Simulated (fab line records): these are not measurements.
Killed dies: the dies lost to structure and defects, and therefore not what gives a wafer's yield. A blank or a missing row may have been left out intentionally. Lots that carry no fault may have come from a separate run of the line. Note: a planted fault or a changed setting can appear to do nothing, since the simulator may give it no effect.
fab line records	flow sky130
[record] lots = 11	wafers = 32	last_day = 50
route steps=708 shown VIA2@510 METAL3@532 PAD_OPEN@708
lots that met no fault: taken from a fault-free run of the same line
start_h: start of the lot's first displayed wafer, in hours after the record's first day	wait_h: time in hours since the lot's previous step	" same as the row above	L1.1+2: one row covering several wafers at once	- either no value or no given start	* or withheld: withheld	< > ~ a bound
route shown NAME@n: names a module that has steps shown in the file, with the first one's number in the route	usual: the fault-free wafers' mean and standard deviation	same: alike in all rows	chamber/n: place in a boat	sites: the reading at each site	_std_site: how widely they spread, as a standard deviation	_edge_site: the outer-site mean with the inner-site mean subtracted	radius_mm: for every site, how far away it sits from the centre of the wafer	mask NAME#n: copy n	behind: the last tool/chamber to shape the wafer	hold: why the lot was held/for how many hours/how that ended	device: the n, p or np transistor that did not switch	end of line: tests run on the same wafers once the route is complete	a step given without rows: its recipe and nothing more	killed: at the first sort, the dies lost to defects and structure; wafer yield is something else	map: dies across one wafer; x = killed, . = not, _ = none there
set.NAME: the run value of the setting; set.NAME@STEP: its run value at that earlier step	model.NAME: the simulator's own value behind a step, which no gauge read
the route's steps for a sample of lots (tables are steps, rows are wafers)
services: when a tool's chamber went out of use (start_h, in hours from the record's first day, below 0 if earlier), for how many hours, and the reason
[[steps]]
[step SKY_VIA2_BOW_MEAS_03]
[recipe] mode = bow
[usual] VIA2_BOW = 85/6.4
lot.wafer	tool	chamber	start_h	wait_h	VIA2_BOW[um]
L302.1	film_metro-03	-	813.03	0.2	91
L302.4	"	-	"	"	79
L302.5	"	-	"	"	88
L303.1	film_metro-04	-	821.97	0.2	75
L303.5	"	-	"	"	87
L303.6	"	-	"	"	81
L305.4	film_metro-03	-	836.44	0.3	77
L305.5	"	-	"	"	87
L305.6	"	-	"	"	92
L307.1	film_metro-01	-	861.84	0.1	90
L307.2	"	-	"	"	72
L307.5	"	-	"	"	79
L311.2	film_metro-01	-	893.24	0.1	90
L311.4	"	-	"	"	95
L311.6	"	-	"	"	84
L312.1	film_metro-01	-	900.44	0.1	76
L312.4	"	-	"	"	92
L312.6	"	-	"	"	105
L313.1	film_metro-04	-	908.43	0.1	83
L313.2	"	-	"	"	87
L313.3	"	-	"	"	89
L314.2	film_metro-03	-	916.95	0.1	85
L314.3	"	-	"	"	75
L314.5	"	-	"	"	100
L320.4	film_metro-03	-	959.02	0.2	85
L320.5	"	-	"	"	83
L324.2	film_metro-04	-	979.48	0.3	85
L324.4	"	-	"	"	92
L324.6	"	-	"	"	91
L325.1	film_metro-01	-	982.31	0.2	85
L325.3	"	-	"	"	94
L325.6	"	-	"	"	78
[step SKY_METAL3_SPUTTER_00]
[recipe] material = Ti	target_thk_nm = 15	power_w = 3000	time_s = 10	chamber_pressure_pa = 0.4
[usual] throttle_valve_pct = 30.1/1.1
lot.wafer	tool	chamber	start_h	wait_h	throttle_valve_pct
L302.1	pvd_sputter-02	-	840.82	0.1	27.7
L302.4	"	-	"	"	29.9
L302.5	"	-	"	"	29.9
L303.1	pvd_sputter-01	-	849.41	0.2	31.1
L303.5	"	-	"	"	32.4
L303.6	"	-	"	"	31.1
L305.4	pvd_sputter-02	-	863.49	0.3	27.5
L305.5	"	-	"	"	30.0
L305.6	"	-	"	"	29.8
L307.1	pvd_sputter-01	-	889.38	0.1	31.2
L307.2	"	-	"	"	32.3
L307.5	"	-	"	"	32.5
L311.2	pvd_sputter-04	-	920.18	0.1	31.0
L311.4	"	-	"	"	30.2
L311.6	"	-	"	"	29.9
L312.1	pvd_sputter-01	-	926.65	0.1	31.0
L312.4	"	-	"	"	30.5
L312.6	"	-	"	"	29.9
L313.1	pvd_sputter-02	-	934.97	0.1	29.8
L313.2	"	-	"	"	30.1
L313.3	"	-	"	"	27.5
L314.2	pvd_sputter-02	-	943.10	0.1	29.8
L314.3	"	-	"	"	29.8
L314.5	"	-	"	"	29.9
L320.4	pvd_sputter-02	-	985.45	0.2	27.8
L320.5	"	-	"	"	29.8
L324.2	pvd_sputter-04	-	1004.56	0.2	29.9
L324.4	"	-	"	"	30.1
L324.6	"	-	"	"	30.6
L325.1	pvd_sputter-01	-	1007.81	0.2	30.3
L325.3	"	-	"	"	29.8
L325.6	"	-	"	"	31.2
[step SKY_METAL3_SPUTTER_04]
[recipe] material = TiN	target_thk_nm = 70	power_w = 6500	time_s = 58.3	chamber_pressure_pa = 0.4
[usual] throttle_valve_pct = 30.0/1.1
lot.wafer	tool	chamber	start_h	wait_h	throttle_valve_pct
L302.1	pvd_sputter-02	-	840.92	0.0	27.5
L302.4	"	-	"	"	30.1
L302.5	"	-	"	"	29.9
L303.1	pvd_sputter-01	-	849.51	0.0	31.2
L303.5	"	-	"	"	32.3
L303.6	"	-	"	"	31.2
L305.4	pvd_sputter-02	-	863.61	0.0	27.6
L305.5	"	-	"	"	29.5
L305.6	"	-	"	"	29.5
L307.1	pvd_sputter-01	-	889.49	0.0	31.1
L307.2	"	-	"	"	32.3
L307.5	"	-	"	"	32.3
L311.2	pvd_sputter-04	-	920.29	0.0	31.0
L311.4	"	-	"	"	30.6
L311.6	"	-	"	"	29.7
L312.1	pvd_sputter-01	-	926.75	0.0	31.0
L312.4	"	-	"	"	30.0
L312.6	"	-	"	"	30.0
L313.1	pvd_sputter-02	-	935.07	0.0	29.8
L313.2	"	-	"	"	29.8
L313.3	"	-	"	"	27.4
L314.2	pvd_sputter-02	-	943.20	0.0	29.9
L314.3	"	-	"	"	29.5
L314.5	"	-	"	"	29.7
L320.4	pvd_sputter-02	-	985.55	0.0	27.9
L320.5	"	-	"	"	29.6
L324.2	pvd_sputter-04	-	1004.67	0.0	29.9
L324.4	"	-	"	"	30.1
L324.6	"	-	"	"	30.8
L325.1	pvd_sputter-01	-	1007.91	0.0	30.3
L325.3	"	-	"	"	29.7
L325.6	"	-	"	"	31.0
[step SKY_METAL3_COAT_07]
[recipe] resist = BARC	temp_c = withheld	time_s = withheld	spin_rpm = 3000	resist_thk_nm = 60
[usual] chill_plate_temp_C = *
lot.wafer	tool	chamber	start_h	wait_h	chill_plate_temp_C
L302.1	litho_track-01	0	879.71	0.1	*
L302.4	"	0	"	"	*
L302.5	"	0	"	"	*
L303.1	litho_track-03	0	888.23	0.1	*
L303.5	"	0	"	"	*
L303.6	"	0	"	"	*
L305.4	litho_track-04	0	901.61	0.1	*
L305.5	"	0	"	"	*
L305.6	"	0	"	"	*
L307.1	litho_track-03	0	927.38	0.1	*
L307.2	"	0	"	"	*
L307.5	"	0	"	"	*
L311.2	litho_track-04	0	957.06	0.1	*
L311.4	"	0	"	"	*
L311.6	"	0	"	"	*
L312.1	litho_track-04	0	964.49	0.1	*
L312.4	"	0	"	"	*
L312.6	"	0	"	"	*
L313.1	litho_track-03	0	971.63	0.1	*
L313.2	"	0	"	"	*
L313.3	"	0	"	"	*
L314.2	litho_track-01	0	980.18	0.1	*
L314.3	"	0	"	"	*
L314.5	"	0	"	"	*
L320.4	litho_track-01	0	1020.08	0.1	*
L320.5	"	0	"	"	*
L324.2	litho_track-03	0	1039.01	0.1	*
L324.4	"	0	"	"	*
L324.6	"	0	"	"	*
L325.1	litho_track-04	0	1041.79	0.1	*
L325.3	"	0	"	"	*
L325.6	"	0	"	"	*
[step SKY_METAL3_ETCH_16]
[recipe] chemistry = N2/H2	target = BARC	ion_energy_ev = 200	bias_w = 100	pressure_mtorr = 30	n2_flow_sccm = 100	h2_flow_sccm = 200	icp_w = 500	stop_on = SiO2	time_s = 88.2	target_depth_a = 600
[usual] drypump_motor_current_A = 5.8/0.47	oes_product_au = 0.626/0.0052	throttle_valve_pct = 13.205/0.01
lot.wafer	tool	chamber	start_h	wait_h	drypump_motor_current_A	oes_product_au	rf_hours_counter_h	throttle_valve_pct
L302.1	rie_metal-03	0	893.07	0.0	5.9	0.624	5	13.195
L302.4	"	0	"	"	5.9	0.630	-	13.204
L302.5	"	0	"	"	5.9	0.620	-	13.203
L303.1	rie_metal-02	0	900.66	0.1	6.1	0.625	2	13.207
L303.5	"	0	"	"	6.1	0.631	-	13.213
L303.6	"	0	"	"	6.1	0.632	-	13.210
L305.4	rie_metal-03	1	915.35	0.0	5.4	0.622	-	13.195
L305.5	"	1	"	"	5.4	0.623	-	13.213
L305.6	"	0	"	"	5.9	0.625	-	13.218
L307.1	rie_metal-04	1	940.21	0.1	4.9	0.624	16	13.215
L307.2	"	1	"	"	4.9	0.628	-	13.190
L307.5	"	1	"	"	4.9	0.629	-	13.208
L311.2	rie_metal-02	1	969.48	0.0	6.2	0.627	15	13.201
L311.4	"	1	"	"	6.1	0.618	-	13.205
L311.6	"	0	"	"	6.1	0.628	-	13.195
L312.1	rie_metal-03	0	976.45	0.0	5.9	0.627	9	13.209
L312.4	"	0	"	"	5.9	0.631	-	13.197
L312.6	"	0	"	"	5.9	0.620	-	13.216
L313.1	rie_metal-03	0	984.30	0.0	5.9	0.626	9	13.197
L313.2	"	1	"	"	5.4	0.632	18	13.199
L313.3	"	0	"	"	5.9	0.631	-	13.200
L314.2	rie_metal-03	1	992.88	0.0	5.4	0.616	19	13.220
L314.3	"	1	"	"	5.4	0.628	-	13.213
L314.5	"	1	"	"	5.4	0.630	-	13.212
L320.4	rie_metal-04	1	1031.86	0.0	4.9	0.606	-	13.223
L320.5	"	1	"	"	4.9	0.622	-	13.193
L324.2	rie_metal-03	0	1050.60	0.0	5.9	0.628	13	13.197
L324.4	"	1	"	"	5.4	0.621	-	13.214
L324.6	"	0	"	"	5.9	0.624	-	13.199
L325.1	rie_metal-04	0	1053.35	0.1	6.6	0.618	21	13.200
L325.3	"	0	"	"	6.5	0.624	-	13.215
L325.6	"	0	"	"	6.5	0.632	-	13.205
[step SKY_PAD_OPEN_PROBE_99]
[usual] defect_limited_yield = 82.0/1.9	killed_at_M0_to_M3 = 45/6.9	killed_at_M4_up = 3.0/1.7	killed_at_contacts = 25/5.6	killed_at_front_end = 15/4.2	killed_at_other = 0.3/0.55	killed_dies = 89/9.6	killed_open = 49/7.2	killed_short = 39/6.5	sort_bin_3_pad_short = 0.9/0.44	sort_bin_5_function = 10.7/1.4	sort_bin_6_memory = 6.4/1.3	sort_n_pass = 403/9.6	sort_yield_pct = 82.0/1.9
[same] gross_dies = 492	killed_at_back_side = 0	sort_bin_4_leakage[%] = 0	sort_bin_8_speed[%] = 0
lot.wafer	tool	chamber	start_h	wait_h	defect_limited_yield[%]	killed_at_M0_to_M3	killed_at_M4_up	killed_at_contacts	killed_at_front_end	killed_at_other	killed_dies	killed_open	killed_short	sort_bin_3_pad_short[%]	sort_bin_5_function[%]	sort_bin_6_memory[%]	sort_n_pass	sort_yield_pct[%]
L302.1	prober-02	-	1068.15	0.1	82.1	44	2	29	13	0	88	43	45	1.6	10.2	6.1	404	82.1
L302.4	prober-02	-	1068.30	0.2	80.9	51	2	28	13	0	94	58	36	0.2	11.0	7.9	398	80.9
L302.5	prober-02	-	1068.35	0.2	82.5	42	2	22	20	0	86	55	31	1.2	8.5	7.7	406	82.5
L307.1	prober-01	-	1105.46	0.1	83.3	35	1	25	21	0	82	53	29	0.8	10.8	5.1	410	83.3
L307.2	prober-01	-	1105.51	0.1	85.0	40	3	19	12	0	74	42	32	1.0	7.3	6.7	418	85.0
L307.5	prober-01	-	1105.66	0.2	86.4	32	7	18	10	0	67	34	33	0	7.9	5.7	425	86.4
L311.2	prober-02	-	1131.70	0.1	86.4	35	3	20	9	0	67	33	34	0.4	7.3	5.9	425	86.4
L311.4	prober-02	-	1131.80	0.2	84.8	40	1	22	12	0	75	44	31	0.6	9.6	5.1	417	84.8
L311.6	prober-02	-	1131.90	0.2	83.5	39	5	23	14	0	81	41	40	1.0	9.3	6.1	411	83.5
L312.1	prober-01	-	1138.06	0.1	82.7	52	2	15	16	0	85	51	30	0.8	10.4	6.1	407	82.7
L312.4	prober-01	-	1138.21	0.2	81.1	43	5	30	15	0	93	48	45	0.8	11.0	7.1	399	81.1
L312.6	prober-01	-	1138.31	0.2	81.9	42	3	27	17	0	89	50	39	1.6	9.6	6.9	403	81.9
L314.2	prober-01	-	1148.43	0.1	81.3	44	2	28	18	0	92	59	33	0.6	11.6	6.5	400	81.3
L314.3	prober-01	-	1148.48	0.2	82.1	45	3	25	15	0	88	51	37	1.0	9.1	7.7	404	82.1
L314.5	prober-01	-	1148.58	0.2	80.9	42	4	32	16	0	94	54	40	1.4	10.0	7.7	398	80.9
// killed by level:class
L302.1 VIA1:geometric_particle:open=14 LI_CONTACT:geometric_particle:open=8 LOCAL_INTERCONNECT:geometric_particle:short=6 CONTACT:geometric_particle:short=6 VIA1:geometric_particle:short=6 FIELD_ISO:geometric_particle:short=5 CONTACT:geometric_particle:open=5 VIA2:geometric_particle:open=5
L302.4 VIA1:geometric_particle:open=19 VIA3:geometric_particle:open=9 CONTACT:geometric_particle:open=9 LI_CONTACT:geometric_particle:open=7 LI_CONTACT:geometric_particle:short=5 CONTACT:geometric_particle:short=4 METAL1:geometric_particle:short=4 METAL2:geometric_particle:short=4
L302.5 VIA1:geometric_particle:open=16 CONTACT:geometric_particle:open=9 VIA3:geometric_particle:open=6 LI_CONTACT:geometric_particle:open=5 VIA1:geometric_particle:short=5 FIELD_ISO:geometric_particle:short=4 POLY_GATE:geometric_particle:open=4 LOCAL_INTERCONNECT:geometric_particle:short=4
L307.1 CONTACT:geometric_particle:open=9 VIA3:geometric_particle:open=8 VIA1:geometric_particle:open=7 FIELD_ISO:geometric_particle:open=5 FIELD_ISO:geometric_particle:short=5 POLY_GATE:geometric_particle:open=5 LI_CONTACT:geometric_particle:short=5 METAL1:geometric_particle:open=5
L307.2 VIA2:geometric_particle:open=12 CONTACT:geometric_particle:open=7 FIELD_ISO:geometric_particle:open=6 VIA1:geometric_particle:open=5 METAL2:geometric_particle:short=5 METAL3:geometric_particle:short=5 VIA3:geometric_particle:open=4 CONTACT:geometric_particle:short=4
L307.5 LI_CONTACT:geometric_particle:open=6 FIELD_ISO:geometric_particle:open=5 LOCAL_INTERCONNECT:geometric_particle:short=5 VIA1:geometric_particle:short=5 VIA1:geometric_particle:open=5 VIA2:geometric_particle:short=5 METAL4:geometric_particle:short=5 METAL3:geometric_particle:short=4
L311.2 VIA1:geometric_particle:open=8 METAL2:geometric_particle:short=7 VIA3:geometric_particle:open=7 LI_CONTACT:geometric_particle:open=5 CONTACT:geometric_particle:open=5 CONTACT:geometric_particle:short=5 METAL3:geometric_particle:short=4 LI_CONTACT:geometric_particle:short=3
L311.4 VIA1:geometric_particle:open=12 CONTACT:geometric_particle:open=8 VIA1:geometric_particle:short=7 LI_CONTACT:geometric_particle:open=7 LOCAL_INTERCONNECT:geometric_particle:short=5 FIELD_ISO:geometric_particle:short=4 METAL2:geometric_particle:short=4 FIELD_ISO:geometric_particle:open=3
L311.6 VIA1:geometric_particle:open=10 LI_CONTACT:geometric_particle:open=8 VIA3:geometric_particle:open=7 POLY_GATE:geometric_particle:short=6 METAL2:geometric_particle:short=6 LI_CONTACT:geometric_particle:short=5 LOCAL_INTERCONNECT:geometric_particle:short=4 CONTACT:geometric_particle:open=4
L312.1 VIA2:geometric_particle:open=13 VIA1:geometric_particle:open=11 FIELD_ISO:geometric_particle:open=6 CONTACT:geometric_particle:open=6 LI_CONTACT:geometric_particle:open=5 VIA1:geometric_particle:short=5 VIA3:geometric_particle:open=5 METAL3:geometric_particle:short=4
L312.4 VIA1:geometric_particle:open=13 CONTACT:geometric_particle:open=11 LI_CONTACT:geometric_particle:open=7 LOCAL_INTERCONNECT:geometric_particle:short=7 METAL1:geometric_particle:short=6 METAL2:geometric_particle:short=6 VIA2:geometric_particle:open=5 FIELD_ISO:geometric_particle:short=4
L312.6 CONTACT:geometric_particle:open=10 FIELD_ISO:geometric_particle:open=8 LOCAL_INTERCONNECT:geometric_particle:short=8 VIA1:geometric_particle:open=8 VIA2:geometric_particle:open=7 METAL1:geometric_particle:short=5 METAL2:geometric_particle:short=5 VIA3:geometric_particle:open=5
L314.2 CONTACT:geometric_particle:open=14 VIA1:geometric_particle:open=13 VIA3:geometric_particle:open=9 LI_CONTACT:geometric_particle:open=7 POLY_GATE:geometric_particle:short=6 FIELD_ISO:geometric_particle:open=5 POLY_GATE:geometric_particle:open=5 METAL2:geometric_particle:short=4
L314.3 VIA1:geometric_particle:open=12 VIA3:geometric_particle:open=9 LI_CONTACT:geometric_particle:open=8 CONTACT:geometric_particle:open=8 METAL2:geometric_particle:short=6 LI_CONTACT:geometric_particle:short=5 METAL1:geometric_particle:short=5 POLY_GATE:geometric_particle:open=4
L314.5 CONTACT:geometric_particle:open=14 VIA1:geometric_particle:open=10 METAL2:geometric_particle:short=8 CONTACT:geometric_particle:short=7 POLY_GATE:geometric_particle:open=6 VIA2:geometric_particle:open=6 LI_CONTACT:geometric_particle:open=5 VIA3:geometric_particle:open=5
[[services]]
tool	chamber	start_h	hours	kind
rie_metal-04	1	839.87	13.1	repair
rie_metal-03	-	855.99	0.7	repair
pvd_sputter-02	0	861.97	-	consumable_replace:kit
pvd_sputter-02	0	861.97	18.0	scheduled_down
pvd_sputter-02	0	861.97	18.0	vent_cycle
pvd_sputter-04	2	864.68	-	consumable_replace:kit
pvd_sputter-04	2	864.68	18.0	scheduled_down
pvd_sputter-01	-	876.53	3.0	repair
rie_metal-02	1	889.01	14.1	repair
pvd_sputter-04	-	913.38	1.6	repair
rie_metal-04	1	914.32	2.2	repair
pvd_sputter-01	-	929.35	4.1	repair
rie_metal-04	0	939.56	8.2	repair
pvd_sputter-01	0	943.36	-	consumable_replace:kit
pvd_sputter-01	0	943.36	18.0	scheduled_down
pvd_sputter-01	0	943.36	18.0	vent_cycle
pvd_sputter-02	3	943.68	-	consumable_replace:kit
pvd_sputter-02	3	943.68	18.0	scheduled_down
pvd_sputter-02	3	943.68	18.0	vent_cycle
pvd_sputter-02	-	965.01	2.7	repair
pvd_sputter-04	-	1010.48	1.7	repair
pvd_sputter-01	-	1016.94	1.3	repair
rie_metal-02	0	1041.33	1.7	repair
pvd_sputter-02	-	1042.02	13.8	repair
[[key]]
[first_sign] step = SKY_METAL3_ETCH_16	reading = oes_product_au	direction = down	sigmas = 3.9	usual = 0.626	struck = 0.606
effect none on later readings
met_at SKY_METAL3_COAT_07
struck_lots L320
struck_wafers L320.4
not_acting_at SKY_VIA2_BOW_MEAS_03,SKY_METAL3_SPUTTER_00,SKY_METAL3_SPUTTER_04
onset_between 980.18 1020.08
[fault] kind = process_parameter_drift	tool = litho_track-01	chamber = -	onset_h = 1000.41	steps = SKY_METAL3_COAT_07	channel = resist_thk_nm	offset = -3.1571	shape = step	end_h = 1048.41	scope = struck_wafers_only	acts_in = these_recipes_only	stated = 60
